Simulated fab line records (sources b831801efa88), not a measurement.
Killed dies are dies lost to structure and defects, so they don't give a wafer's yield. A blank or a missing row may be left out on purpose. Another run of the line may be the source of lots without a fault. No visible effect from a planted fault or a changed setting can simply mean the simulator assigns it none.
What tool caused it? ; flow sky130 ; Sampling: 24 lots, 72 wafers, 6 of 708 route steps

== WHAT THE GAUGES READ, wafer by wafer ==
SKY_METAL1_CD_MEAS_15 targets a cd of 140 nm. Usual: 139.9 nm for cd nm, sd 1.3.
lot;measured;on;cd nm (nm);flag
L075;day 34 03:39;cd sem-02;139.0 138.8 138.7;
L074;day 34 05:09;cd sem-02;138.2 138.5 140.0;
L076;day 34 14:51;cd sem-01;138.6 139.7 138.4;
L077;day 34 16:38;cd sem-01;140.8 140.0 139.0;
L078;day 35 02:25;cd sem-02;140.6 138.8 139.6;
L079;day 35 11:35;cd sem-02;138.8 140.1 140.3;
L080;day 35 16:18;cd sem-01;139.7 138.7 138.2;
L081;day 36 01:09;cd sem-02;139.1 139.1 136.7;
L082;day 36 04:15;cd sem-02;141.1 140.8 142.5;
L083;day 36 08:24;cd sem-02;140.9 141.5 140.1;
L084;day 36 20:24;cd sem-02;140.6 141.0 141.6;
L085;day 37 02:10;cd sem-02;138.0 139.2 137.9;
L086;day 37 23:24;cd sem-02;139.0 140.2 140.4;
L087;day 38 00:06;cd sem-01;137.5 139.2 138.9;
L088;day 38 06:02;cd sem-01;138.1 139.9 139.3;
L089;day 38 07:10;cd sem-01;142.5 142.3 140.8;
L090;day 38 12:21;cd sem-02;139.9 139.3 141.6;
L091;day 38 23:05;cd sem-02;138.3 139.1 141.5;
L092;day 39 02:29;cd sem-02;139.5 140.2 140.6;
L093;day 39 12:25;cd sem-01;140.4 142.2 141.1;
L094;day 39 17:05;cd sem-01;140.6 141.1 139.7;
L095;day 40 08:20;cd sem-01;138.6 138.8 138.5;
L096;day 40 10:42;cd sem-02;142.0 142.1 139.9;
L097;day 40 14:49;cd sem-01;140.3 140.9 141.0;

SKY_VIA4_OVL_MEAS_11. Usual: VIA4_OVL 1.3 nm, standard deviation 1.5.
lot;measured;on;VIA4_OVL (nm);flag
L075;day 44 03:36;overlay-01;2.4 2.3 3.4;
L074;day 44 04:26;overlay-01;1.7 1.8 0.4;
L076;day 44 15:46;overlay-01;1.4 0.8 -0.3;
L077;day 44 16:04;overlay-01;-3.3 -1.6 -2.2;
L078;day 45 02:13;overlay-02;2.4 0.8 3.1;
L079;day 45 07:07;overlay-02;2.0 1.4 2.2;
L080;day 45 14:16;overlay-02;-0.7 -1.9 0.9;
L081;day 45 21:36;overlay-01;1.0 0.9 2.2;
L082;day 45 23:30;overlay-02;3.9 2.4 2.8;
L083;day 46 03:56;overlay-02;3.6 4.9 4.4;
L084;day 46 09:06;overlay-01;-1.1 -0.1 -1.4;
L085;day 46 16:25;overlay-02;1.8 2.0 1.3;
L086;day 47 08:22;overlay-01;1.2 0.1 1.6;
L087;day 47 08:22;overlay-02;2.4 3.6 2.8;
L088;day 47 13:02;overlay-01;-1.1 1.0 0.7;
L089;day 47 14:58;overlay-02;1.5 2.4 2.1;
L090;day 47 19:19;overlay-01;0.3 -0.3 1.0;
L091;day 48 03:08;overlay-02;0.6 0.3 -0.3;
L092;day 48 04:55;overlay-02;1.4 2.7 2.8;
L093;day 48 14:37;overlay-02;1.5 2.8 3.1;
L094;day 48 17:48;overlay-02;1.2 1.6 1.4;
L095;day 49 05:55;overlay-01;-0.9 -0.3 -0.1;
L096;day 49 07:52;overlay-01;2.4 2.0 2.8;
L097;day 49 12:36;overlay-01;2.1 1.4 1.0;

== EACH LOT AND THE TOOL THAT RAN IT (in order: tool; ch and the chambers of the sampled wafers; start) ==
lot;SKY_SD_P_STRIP_10;SKY_LI_CONTACT_STRIP_16;SKY_LOCAL_INTERCONNECT_SPUTTER_00;SKY_METAL4_DESCUM_15
L075;plasma asher-02 ch 0,1, day 26 19:04;plasma asher-01 ch 0,1, day 30 12:14;pvd sputter-01, day 30 13:16;rie metal-02 ch 0,1, day 43 03:18
L074;plasma asher-01 ch 0,1, day 26 19:48;plasma asher-02 ch 0,1, day 30 12:41;pvd sputter-04, day 30 13:43;rie metal-04 ch 0,1, day 43 04:26
L076;plasma asher-03 ch 0,1, day 27 07:51;plasma asher-04 ch 0,1, day 30 23:08;pvd sputter-02, day 31 00:10;rie metal-03 ch 0,1, day 43 15:17
L077;plasma asher-02 ch 0,1, day 27 10:35;plasma asher-04 ch 0,1, day 31 02:09;pvd sputter-01, day 31 03:09;rie metal-02 ch 0,1, day 43 15:57
L078;plasma asher-01 ch 1, day 27 18:33;plasma asher-04 ch 0, day 31 10:23;pvd sputter-01, day 31 11:26;rie metal-02 ch 0,1, day 44 01:56
L079;plasma asher-02 ch 0,1, day 28 05:32;plasma asher-04 ch 0,1, day 31 21:10;pvd sputter-04, day 31 22:10;rie metal-04 ch 0,1, day 44 07:28
L080;plasma asher-02 ch 0,1, day 28 13:29;plasma asher-02 ch 0,1, day 32 03:32;pvd sputter-01, day 32 04:37;rie metal-03 ch 0,1, day 44 14:20
L081;plasma asher-01 ch 1, day 28 21:27;plasma asher-02 ch 0,1, day 32 11:04;pvd sputter-02, day 32 12:06;rie metal-03 ch 0,1, day 44 22:25
L082;plasma asher-03 ch 0,1, day 29 00:54;plasma asher-01 ch 0,1, day 32 16:08;pvd sputter-01, day 32 17:10;rie metal-03 ch 0,1, day 44 23:57
L083;plasma asher-01 ch 0, day 29 04:01;plasma asher-01 ch 0,1, day 32 17:50;pvd sputter-01, day 32 18:52;rie metal-03 ch 0,1, day 45 04:38
L084;plasma asher-03 ch 0,1, day 29 13:16;plasma asher-02 ch 0,1, day 33 04:20;pvd sputter-01, day 33 05:23;rie metal-03 ch 0,1, day 45 10:22
L085;plasma asher-03 ch 0,1, day 29 23:13;plasma asher-04 ch 0,1, day 33 12:22;pvd sputter-04, day 33 13:25;rie metal-03 ch 0, day 45 16:49
L086;plasma asher-03 ch 0, day 30 18:15;plasma asher-02 ch 0,1, day 34 07:53;pvd sputter-01, day 34 08:55;rie metal-04 ch 0,1, day 46 09:57
L087;plasma asher-01 ch 0,1, day 30 19:09;plasma asher-02 ch 0,1, day 34 08:35;pvd sputter-02, day 34 09:38;rie metal-02 ch 0,1, day 46 09:36
L088;plasma asher-01 ch 0,1, day 31 05:45;plasma asher-02 ch 0,1, day 34 17:26;pvd sputter-02, day 34 18:28;rie metal-02 ch 0,1, day 46 15:27
L089;plasma asher-02 ch 0,1, day 31 06:03;plasma asher-01 ch 0,1, day 34 17:47;pvd sputter-01, day 34 18:51;rie metal-03 ch 0,1, day 46 16:45
L090;plasma asher-03 ch 0,1, day 31 10:15;plasma asher-02 ch 0,1, day 34 21:38;pvd sputter-02, day 34 22:43;rie metal-03 ch 0,1, day 46 21:10
L091;plasma asher-03 ch 0,1, day 31 22:29;plasma asher-01 ch 0,1, day 35 10:31;pvd sputter-02, day 35 11:43;rie metal-04 ch 0,1, day 47 05:34
L092;plasma asher-02 ch 0,1, day 32 02:07;plasma asher-02 ch 0,1, day 35 14:14;pvd sputter-01, day 35 16:44;rie metal-02 ch 0,1, day 47 07:26
L093;plasma asher-03 ch 0,1, day 32 12:34;plasma asher-01 ch 0,1, day 36 00:11;pvd sputter-02, day 36 01:14;rie metal-03 ch 0,1, day 47 17:30
L094;plasma asher-01 ch 0,1, day 32 19:46;plasma asher-02 ch 0,1, day 36 05:41;pvd sputter-01, day 36 06:44;rie metal-02 ch 0,1, day 47 19:47
L095;plasma asher-03 ch 0,1, day 33 10:15;plasma asher-04 ch 0,1, day 36 21:11;pvd sputter-04, day 36 22:13;rie metal-02 ch 1, day 48 09:15
L096;plasma asher-02 ch 0,1, day 33 13:03;plasma asher-01 ch 0,1, day 36 23:32;pvd sputter-04, day 37 00:46;rie metal-02 ch 0,1, day 48 10:36
L097;plasma asher-02 ch 0,1, day 33 17:59;plasma asher-04 ch 0,1, day 37 04:02;pvd sputter-04, day 37 05:05;rie metal-02 ch 0,1, day 48 16:30
- SKY_SD_P_STRIP_10: strips in O2/N2.
- SKY_LI_CONTACT_STRIP_16: strips in O2/N2.
- SKY_LOCAL_INTERCONNECT_SPUTTER_00: material TiN, target thk 100 nm, time 83.3 s.
- SKY_METAL4_DESCUM_15: chemistry O2, time 8 s.

== WHAT THE TOOLS THEMSELVES READ (means of the sampled wafers that have a number; where no wafer has one, the mark that the record gives instead) ==
SKY_SD_P_STRIP_10. Usual: drypump motor current A 5.7 A, standard deviation 0.38; oes product au 0.617 a.u., standard deviation 0.0039; strip time to endpoint s 17.49 s, standard deviation 0.044.
lot;tool;drypump motor current A (A);oes product au (a.u.);strip time to endpoint s (s);flag
L075;plasma asher-02;6.1;0.617;17.55;
L074;plasma asher-01;5.5;0.618;17.45;
L076;plasma asher-03;5.6;0.623;17.57;
L077;plasma asher-02;6.1;0.618;17.47;
L078;plasma asher-01;5.7;0.619;17.51;
L079;plasma asher-02;6.2;0.616;17.54;
L080;plasma asher-02;6.1;0.616;17.49;
L081;plasma asher-01;5.7;0.619;17.52;
L082;plasma asher-03;5.6;0.614;17.50;
L083;plasma asher-01;5.0;0.618;17.51;
L084;plasma asher-03;5.6;0.617;17.48;
L085;plasma asher-03;5.7;0.619;17.40;
L086;plasma asher-03;5.7;0.616;17.44;
L087;plasma asher-01;5.2;0.618;17.42;
L088;plasma asher-01;5.5;0.614;17.46;
L089;plasma asher-02;5.9;0.618;17.50;
L090;plasma asher-03;5.7;0.618;17.50;
L091;plasma asher-03;5.6;0.618;17.48;
L092;plasma asher-02;6.1;0.615;17.49;
L093;plasma asher-03;5.6;0.615;17.48;
L094;plasma asher-01;5.2;0.616;17.54;
L095;plasma asher-03;5.6;0.619;17.47;
L096;plasma asher-02;6.1;0.616;17.45;
L097;plasma asher-02;5.9;0.617;17.51;

SKY_LI_CONTACT_STRIP_16. Usual: drypump motor current A 5.8 A, standard deviation 0.43; oes product au 0.376 a.u., standard deviation 0.005; strip time to endpoint s 3.49 s, standard deviation 0.039.
lot;tool;drypump motor current A (A);oes product au (a.u.);strip time to endpoint s (s);flag
L075;plasma asher-01;5.5;0.372;3.48;
L074;plasma asher-02;6.1;0.380;3.51;
L076;plasma asher-04;6.0;0.373;3.47;
L077;plasma asher-04;6.0;0.377;3.44;
L078;plasma asher-04;6.2;0.378;3.48;
L079;plasma asher-04;6.0;0.380;3.51;
L080;plasma asher-02;6.2;0.380;3.49;
L081;plasma asher-02;6.1;0.377;3.47;
L082;plasma asher-01;5.5;0.376;3.48;
L083;plasma asher-01;5.5;0.376;3.50;
L084;plasma asher-02;6.1;0.374;3.48;
L085;plasma asher-04;5.9;0.378;3.48;
L086;plasma asher-02;5.9;0.377;3.53;
L087;plasma asher-02;5.9;0.377;3.51;
L088;plasma asher-02;6.2;0.375;3.52;
L089;plasma asher-01;5.2;0.371;3.50;
L090;plasma asher-02;5.9;0.375;3.49;
L091;plasma asher-01;5.2;0.375;3.52;
L092;plasma asher-02;5.9;0.373;3.52;
L093;plasma asher-01;5.5;0.376;3.48;
L094;plasma asher-02;6.1;0.378;3.52;
L095;plasma asher-04;6.0;0.375;3.52;
L096;plasma asher-01;5.2;0.374;3.52;
L097;plasma asher-04;5.9;0.375;3.49;

SKY_LOCAL_INTERCONNECT_SPUTTER_00. Usual: cathode dc power W 6500.0 W, standard deviation 1.1; chamber pressure pa 0.3999 Pa, standard deviation 0.0007; throttle valve pct 30.1 %, standard deviation 0.96.
lot;tool;cathode dc power W (W);chamber pressure pa (Pa);throttle valve pct (%);flag
L075;pvd sputter-01;6499.7;0.3991;30.6;
L074;pvd sputter-04;6500.3;0.4000;30.3;
L076;pvd sputter-02;6500.6;0.3995;30.6;
L077;pvd sputter-01;6499.5;0.4001;29.3;
L078;pvd sputter-01;6499.1;0.4001;29.8;
L079;pvd sputter-04;6499.5;0.3997;30.2;
L080;pvd sputter-01;6499.8;0.3992;29.8;
L081;pvd sputter-02;6501.1;0.4003;30.2;
L082;pvd sputter-01;6499.9;0.4002;30.3;
L083;pvd sputter-01;6499.1;0.3998;29.2;
L084;pvd sputter-01;6499.7;0.4003;30.7;
L085;pvd sputter-04;6499.5;0.3995;31.0;
L086;pvd sputter-01;6500.7;0.3994;30.5;
L087;pvd sputter-02;6500.2;0.4004;30.8;
L088;pvd sputter-02;6499.1;0.3996;30.3;
L089;pvd sputter-01;6500.0;0.3995;29.4;
L090;pvd sputter-02;6499.2;0.3995;30.0;
L091;pvd sputter-02;6500.1;0.3993;30.2;
L092;pvd sputter-01;6500.8;0.4004;29.7;
L093;pvd sputter-02;6499.9;0.3995;30.1;
L094;pvd sputter-01;6500.6;0.4000;30.7;
L095;pvd sputter-04;6499.4;0.4001;30.3;
L096;pvd sputter-04;6499.8;0.3998;29.9;
L097;pvd sputter-04;6500.6;0.4008;31.0;

SKY_METAL4_DESCUM_15. Usual: drypump motor current A 5.7 A, standard deviation 0.51; oes product au 1.002 a.u., standard deviation 0.0073.
lot;tool;drypump motor current A (A);oes product au (a.u.);flag
L075;rie metal-02;6.2;1.003;
L074;rie metal-04;5.8;1.004;
L076;rie metal-03;5.1;1.009;
L077;rie metal-02;6.1;0.996;
L078;rie metal-02;6.2;1.002;
L079;rie metal-04;5.8;1.001;
L080;rie metal-03;5.1;1.010;
L081;rie metal-03;5.2;1.008;
L082;rie metal-03;5.2;1.005;
L083;rie metal-03;5.1;1.005;
L084;rie metal-03;5.2;1.004;
L085;rie metal-03;5.1;0.999;
L086;rie metal-04;6.0;0.992;
L087;rie metal-02;6.2;0.998;
L088;rie metal-02;6.2;1.006;
L089;rie metal-03;5.1;1.001;
L090;rie metal-03;5.1;1.007;
L091;rie metal-04;6.1;1.003;
L092;rie metal-02;6.2;1.004;
L093;rie metal-03;5.1;1.002;
L094;rie metal-02;6.1;1.004;
L095;rie metal-02;6.2;1.003;
L096;rie metal-02;6.2;0.990;
L097;rie metal-02;6.2;0.991;

== THE ANSWER, worked out from the rows above alone ==
Rule: a lot is off if the mean of its wafers that have a number lies more than 3 standard deviations from the usual mean. A lot without any number at a reading at which 4 lots or more have one is off too. Any other lot the step has rows for is counted as sound. First the gauges in route order, then the tools' own readings, where a lot's mean is used as printed above. The first step at which some lot is off is used, and at that step the reading that is off furthest; a lot without a number counts as furthest.
No lot is off on any of the readings shown, so nothing can be concluded from this.

== WHAT THE SIMULATOR HAD PUT IN ==
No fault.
